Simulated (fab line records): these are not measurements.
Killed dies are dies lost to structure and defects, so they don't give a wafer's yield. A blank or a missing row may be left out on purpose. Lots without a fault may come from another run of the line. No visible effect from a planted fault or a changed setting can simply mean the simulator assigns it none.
The same fault as seen by 2 desks | flow gf180mcu | every desk sees just its own numbers, and what lay behind them comes last

## AT THE TOOL OWNER'S DESK: pvd_sputter-03
The tool's own readings at GF_TOP_METAL_SPUTTER_02 (material AlCu, target thk 900 nm, time 47.82 s): means of the sampled wafers that have a number, for each lot that ran on this tool. Marked OUT: a lot whose mean sits more than 4 standard deviations from the usual mean, which makes it out of limits; the brackets give that distance.
Columns: A = throttle_valve_pct at GF_TOP_METAL_SPUTTER_02, usual 29.9 %
lot  | first seen here | A
L921 | day 28 05:59    | 30.0
L923 | day 28 12:50    | 31.0
L927 | day 29 19:52    | 29.9
L932 | day 30 19:04    | 29.8
L933 | day 31 00:08    | 29.2
Result from this desk: across the 5 lots, nothing is out of limits.

## METROLOGY DESK
Means of the sampled wafers that have a number, per lot and without regard to the tool the lot ran on: this is what the gauges read. Marked OUT: a lot whose mean sits more than 4 standard deviations from the usual mean, which makes it out of limits; the brackets give that distance.
Columns: A = V3_OVL at GF_V3_OVL_MEAS_15, usual -1 nm; B = TOP_METAL_ALCU_RS at GF_TOP_METAL_RS_MEAS_05, usual 0.0330 ohm/sq; C = TOP_METAL_ALCU_THK at GF_TOP_METAL_THK_MEAS_06, usual 902 nm
lot  | first seen here | A  | B                | C
L920 | day 22 08:50    | 7  | 0.0334           | 891
L921 | day 23 11:12    | -3 | 0.0330           | 895
L922 | day 23 14:07    | 0  | 0.0329           | 903
L923 | day 23 18:26    | -5 | 0.0336           | 880
L927 | day 25 03:40    | 2  | 0.0328           | 905
L931 | day 25 20:00    | 2  | 0.0338           | 882
L932 | day 26 08:22    | -1 | 0.0237 (-22) OUT | 1245 (+29) OUT
L933 | day 26 15:31    | -6 | 0.0232 (-23) OUT | 1285 (+32) OUT
L934 | day 27 01:21    | 6  | 0.0328           | 911
L939 | day 28 18:03    | -6 | 0.0331           | 900
L942 | day 29 09:34    | -1 | 0.0328           | 904
This desk reports L932, L933 out of limits; the earliest was L932 at day 30 19:09 (TOP_METAL_ALCU_RS at GF_TOP_METAL_RS_MEAS_05). Within limits: L920, L921, L922, L923, L927, L931, L934, L939, L942.

## PUT TOGETHER
At day 30 19:09 the metrology desk could have sounded an alarm, on L932, L933.
Nothing out of limits was seen by the tool owner's desk.
On record at the tool owner's desk: L932, L933, within its limits.
Every lot named ran GF_TOP_METAL_SPUTTER_02 on pvd_sputter-03.

## WHAT HAD BEEN PUT IN BY THE SIMULATOR
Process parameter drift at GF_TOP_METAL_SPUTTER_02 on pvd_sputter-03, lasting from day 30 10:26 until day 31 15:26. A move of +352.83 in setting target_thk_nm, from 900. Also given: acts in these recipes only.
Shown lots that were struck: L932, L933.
Delay in hours, fault start to first out-of-limits reading, per desk: metrology desk 9.
